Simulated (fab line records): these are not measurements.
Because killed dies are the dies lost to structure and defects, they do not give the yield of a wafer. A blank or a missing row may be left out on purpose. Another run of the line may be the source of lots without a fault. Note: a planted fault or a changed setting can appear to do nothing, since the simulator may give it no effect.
Code-filled problem report in 8D (eight disciplines) form | flow gf180mcu | the parts of the form that need people (team, actions taken, sign-off) are left out

## 1. THE PROBLEM
HV_LDD_CVD_54_THK at GF_HV_LDD_THK_MEAS_55 reads a mean of 12.47 nm on 3 wafers of 1 lot; wafers without a fault read 10.01 nm with a standard deviation of 0.12. That is +20 standard deviations from the usual mean.
Earliest sighting: wafer L428.1 on film_metro-01 at day 15 08:08. The record has a number at this step for 36 wafers belonging to 12 lots. The rule behind "out" and "out of limits": a value lying over 4 standard deviations away from the usual mean. The other wafers with a number count as sound.

## 2. WHAT IT IS, WHAT IT ISN'T
question                    | is                     | is not
which readings at this step | HV_LDD_CVD_54_THK      | -
which lots                  | L428                   | L420, L421, L422, L425, L435, L436, L437, L438, L439, L440, L442
which wafers of those lots  | all that have a number | -
read on which gauges        | film_metro-01          | film_metro-02, film_metro-04
when                        | from day 15 08:08      | up to then (12 sound wafers); but 21 sound wafers of L435, L436, L437, L438, L439, L440, L442 came after

## 3. WHAT RULES OUT EACH SUSPECT
Counting: a tool stays on the suspect list if, at a process step up to the reading, it processed all lots that are out and no sound lot following the first of them.
- the gauge at GF_HV_LDD_THK_MEAS_55 is ruled out. All the wafers that are out were read on film_metro-01, but those of them that GF_HV_LDD_CVD_54 has rows for are out there too, on other tools.
- lpcvd-01 at GF_HV_LDD_CVD_54 (deposits SiO2 from TEOS, target thk 10 nm, time 75 s): ruled out as a lasting fault. Sound lots L435, L436, L437, L438, L439, L442 ran on it after its first lot that is out, L428 (day 15 07:07).
Left after counting: nothing in the record.

## 4. THE CAUSE (what the simulator had put in)
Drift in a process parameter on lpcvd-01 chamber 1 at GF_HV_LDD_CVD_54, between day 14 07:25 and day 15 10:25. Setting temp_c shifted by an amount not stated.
The count ruled it out by mistake, since the rule takes a fault to strike every lot its tool runs from the start of the fault on, and this one did not do so.

## 5. SEQUENCE OF EFFECTS, ordered by route
Each row: a reading whose mean over the struck wafers that have a number lies more than 3 standard deviations from the usual. Only readings whose record carries a usual standard deviation are examined. hours: median over the lots of the time between each lot's start at the first step of this table that gives one and its start at this step. sigmas: the change, counted in usual standard deviations.
hours | step                  | reading           | usual    | on struck wafers | change | sigmas
0     | GF_HV_LDD_CVD_54      | spike_tc_bottom_C | 700.2 C  | 712.6            | +12.4  | +4.6
0     | GF_HV_LDD_CVD_54      | spike_tc_centre_C | 680.8 C  | 689.3            | +8.5   | +7.1
0     | GF_HV_LDD_CVD_54      | spike_tc_lower_C  | 679.8 C  | 688.6            | +8.8   | +7.3
0     | GF_HV_LDD_CVD_54      | spike_tc_top_C    | 695.4 C  | 706.9            | +11.5  | +6.0
0     | GF_HV_LDD_CVD_54      | spike_tc_upper_C  | 679.2 C  | 686.5            | +7.3   | +4.5
1     | GF_HV_LDD_THK_MEAS_55 | HV_LDD_CVD_54_THK | 10.01 nm | 12.47            | +2.46  | +20
Its process steps:
- GF_HV_LDD_CVD_54: deposits SiO2 from TEOS, target thk 10 nm, time 75 s.
Later measuring or inspecting steps at which every struck wafer that the step has a row for has a number for every such reading, and none has moved that far: GF_NSD_CD_MEAS_07.

## 6. HOW IT WOULD HAVE BEEN CAUGHT EARLIER
Counted from the fault's start at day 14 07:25, it took 25 hours until the first out-of-limits reading at a measuring or inspecting step in this record, taken at day 15 08:08.
The tool's own readings at GF_HV_LDD_CVD_54 were out on every struck wafer that the step has a row for (spike_tc_bottom_C, spike_tc_centre_C, spike_tc_lower_C, spike_tc_top_C): an alarm limit on them would have fired on the first of those.
